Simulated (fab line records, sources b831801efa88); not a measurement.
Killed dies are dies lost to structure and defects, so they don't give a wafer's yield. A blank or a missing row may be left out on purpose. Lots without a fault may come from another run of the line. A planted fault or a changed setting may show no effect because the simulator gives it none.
A struck lot beside a sound one | flow sky130 | 44 steps out of a route of 708
Sound: wafers L517.1, L517.2, L517.5. Struck: wafers L524.1, L524.3, L524.4. The cause comes at the end.
At each step with rows: each side's tool, then ch and its chambers, then its first start. Under that, the readings that differ: sound wafers | struck wafers | difference of the means | sigmas: that difference in standard deviations of wafers without a fault.
alike: readings whose means differ by less than 2 such deviations, and words and numbers that are the same on both sides. not compared: withheld readings, readings that some wafer has no value for, bounds like >300 that may hide the same value, and numbers for which the record gives no deviation and whose values overlap.
The two part at a step that has a row with sigmas, a row that says differs or no value, or rows on one side only. Numbers that don't overlap but have no deviation are shown without sigmas and don't part them. A reading that every wafer of one side lacks parts them only if that side has two wafers or more.

first, 1 step without rows for these wafers: SKY_SONOS_ONO_CVD_04 (deposits SiO2 from SiH4/N2O, target thk 5.7199 nm).
SKY_SONOS_ONO_THK_MEAS_05:
  sound on film_metro-03, day 14 13:16; struck on film_metro-04, day 16 12:20
  alike: SONOS_ONO_CVD_04_THK
then, 7 steps without rows for these wafers: SKY_SONOS_ONO_DEHYDRATE_06 (time 60 s); SKY_SONOS_ONO_HMDS_07 (prime time 60 s); SKY_SONOS_ONO_COAT_08 (resist thk 1140 nm); SKY_SONOS_ONO_SOFTBAKE_09 (time 60 s); SKY_SONOS_ONO_EXPOSE_10 (exposes mask ONOM, target cd 410 nm); SKY_SONOS_ONO_PEB_11; SKY_SONOS_ONO_DEVELOP_12 (develop time 60 s).
SKY_SONOS_ONO_CD_MEAS_13: target cd 410 nm.
  sound on cd_sem-01, day 15 14:43; struck on cd_sem-01, day 17 16:55
  reading    | sound             | struck            | difference | sigmas
  cd_nm (nm) | 403.0 403.8 404.2 | 408.1 409.3 409.7 | +5.4       | +2
SKY_SONOS_ONO_OVL_MEAS_14:
  sound on overlay-01, day 15 14:50; struck on overlay-01, day 17 17:02
  alike: SONOS_ONO_OVL
SKY_SONOS_ONO_ETCH_15: etches the open film in CHF3/O2, target depth 19.52 nm, time 7.8 s.
  sound on rie_diel-04 ch 1,2, day 15 14:52; struck on rie_diel-04 ch 0,1,3, day 17 17:04
  alike: drypump_motor_current_A, oes_product_au, throttle_valve_pct
  not compared: rf_hours_counter_h
SKY_SONOS_ONO_WET_ETCH_16: etches SiO2 in dHF, target depth 14 nm, time 280 s.
  sound on wet_bench-01 ch 0, day 15 14:53; struck on wet_bench-01 ch 3, day 17 17:05
  reading                                    | sound             | struck            | difference | sigmas
  run_length_s (s)                           | 305 305 305       | 111 111 111       | -194       | -59
  model.SiO2_of_FIELD_ISO_CVD_24.thk_nm (nm) | 382.6 382.7 382.8 | 394.2 392.4 393.3 | +10.6      |
SKY_SONOS_ONO_STRIP_17: strips in O2/N2.
  sound on plasma_asher-02 ch 0,1, day 15 14:59; struck on plasma_asher-04 ch 0,1, day 17 17:10
  alike: drypump_motor_current_A, oes_product_au, strip_time_to_endpoint_s
  not compared: rf_hours_counter_h
then, 3 steps without rows for these wafers: SKY_SONOS_ONO_WET_ETCH_18 (etches Si3N4 in H3PO4, target depth 15 nm, time 172 s); SKY_GATE_OXIDE_CLEAN_00 (cleans in SC1/SC2, time 150 s); SKY_GATE_OXIDE_OXIDATION_01 (stabilise 600 s, purge 300 s, target thk 10.268 nm).
SKY_GATE_OXIDE_THK_MEAS_02:
  sound on film_metro-01, day 15 20:29; struck on film_metro-04, day 17 21:53
  alike: GATE_OXIDE_OXIDATION_00_THK
then, 7 steps without rows for these wafers: SKY_GATE_OXIDE_DEHYDRATE_03 (time 60 s); SKY_GATE_OXIDE_HMDS_04 (prime time 60 s); SKY_GATE_OXIDE_COAT_05 (resist thk 1140 nm); SKY_GATE_OXIDE_SOFTBAKE_06 (time 60 s); SKY_GATE_OXIDE_EXPOSE_07 (exposes mask LVOM, target cd 600 nm); SKY_GATE_OXIDE_PEB_08; SKY_GATE_OXIDE_DEVELOP_09 (develop time 60 s).
SKY_GATE_OXIDE_OVL_MEAS_10:
  sound on overlay-01, day 16 23:04; struck on overlay-01, day 19 03:55
  alike: GATE_OXIDE_OVL
then, 2 steps without rows for these wafers: SKY_GATE_OXIDE_IMPLANT_11; SKY_GATE_OXIDE_WET_ETCH_12 (etches SiO2 in dHF, target depth 16.8 nm, time 336 s).
SKY_GATE_OXIDE_STRIP_13: strips in O2/N2.
  sound on plasma_asher-01 ch 0,1, day 16 23:20; struck on plasma_asher-04 ch 0,1, day 19 04:11
  alike: drypump_motor_current_A, oes_product_au, strip_time_to_endpoint_s
  not compared: rf_hours_counter_h
SKY_GATE_OXIDE_TW_MEAS_14:
  sound on film_metro-04, day 16 23:26; struck on film_metro-02, day 19 04:17
  alike: GATE_OXIDE_TW
then, 3 steps without rows for these wafers: SKY_GATE_OXIDE_CLEAN_15 (cleans in SC1/SC2, time 150 s); SKY_GATE_OXIDE_OXIDATION_16 (stabilise 600 s, purge 300 s, target thk 3.57 nm); SKY_POLY_GATE_CVD_00 (deposits poly-Si, target thk 180 nm, time 720 s).
SKY_POLY_GATE_THK_MEAS_01:
  sound on film_metro-02, day 17 02:17; struck on film_metro-03, day 19 07:08
  alike: POLY_GATE_CVD_00_THK
then, 8 steps without rows for these wafers: SKY_RES_PROTECT_DEHYDRATE_00 (time 60 s); SKY_RES_PROTECT_HMDS_01 (prime time 60 s); SKY_RES_PROTECT_COAT_02 (resist thk 1140 nm); SKY_RES_PROTECT_SOFTBAKE_03 (time 60 s); SKY_RES_PROTECT_EXPOSE_04 (exposes mask RPM, target cd 1270 nm); SKY_RES_PROTECT_PEB_05; SKY_RES_PROTECT_DEVELOP_06 (develop time 60 s); SKY_POLY_GATE_IMPLANT_02.
-- the record jumps here: 14 days lie between the struck wafers' starts before and after (it left off in module POLY_GATE and takes up again in module SALICIDE, whose first step shown is number 361 of the route) --
SKY_SALICIDE_CLEAN_00: cleans in HF-last, time 30 s.
  sound on wet_bench-04 ch 3, day 31 02:26; struck on wet_bench-04 ch 0, day 33 00:02
  reading                                    | sound             | struck          | difference | sigmas
  model.SiO2_of_FIELD_ISO_CVD_24.thk_nm (nm) | 357.3 357.4 357.5 | 369 367.2 368.2 | +11        |
-- the record jumps here: 16 days lie between the struck wafers' starts before and after (it left off in module SALICIDE and takes up again in module PAD_OPEN, whose first step shown is number 708 of the route) --
SKY_PAD_OPEN_PROBE_99:
  sound on prober-02, day 48 02:42; struck on prober-01, day 49 09:19
  reading                                   | sound                  | struck                  | difference | sigmas
  model.etest.cap_li_to_poly.c_af_um2       | 98.71 95.44 98.97      | 100.7 99.13 100.6       | +2.4       |
  model.etest.field_n.vt_v (V)              | 34.42 35.26 34.6       | 36.72 37.69 37.46       | +2.53      |
  model.etest.sram_nfet_pass.off_log10_a_um | -12.63 -12.71 -12.69   | -13.18 -13.35 -13.04    | -0.51      |
  model.etest.sram_nfet_pass.vt_sat_v (V)   | 0.5713 0.5603 0.5707   | 0.6115 0.6273 0.6011    | +0.0459    |
  model.etest.sram_nfet_pass.vt_v (V)       | 0.6675 0.6597 0.663    | 0.7122 0.7234 0.6998    | +0.0484    |
  model.etest.pfet_01v8_lvt.body_rise_v (V) | -0.2026 -0.2013 -0.201 | -0.1993 -0.1971 -0.1981 | +0.0035    |
  alike: killed_at_M0_to_M3, killed_at_M4_up, killed_at_contacts, killed_at_front_end, killed_at_other, killed_dies, killed_open, killed_short

WHERE THEY PART
First at SKY_SONOS_ONO_CD_MEAS_13; last, within this record, at SKY_SONOS_ONO_WET_ETCH_16. Later steps at which nothing parts them and some readings are alike: SKY_SONOS_ONO_STRIP_17, SKY_GATE_OXIDE_THK_MEAS_02, SKY_GATE_OXIDE_OVL_MEAS_10, SKY_GATE_OXIDE_STRIP_13, SKY_GATE_OXIDE_TW_MEAS_14, SKY_POLY_GATE_THK_MEAS_01, SKY_PAD_OPEN_PROBE_99.

WHY: what the simulator had put in
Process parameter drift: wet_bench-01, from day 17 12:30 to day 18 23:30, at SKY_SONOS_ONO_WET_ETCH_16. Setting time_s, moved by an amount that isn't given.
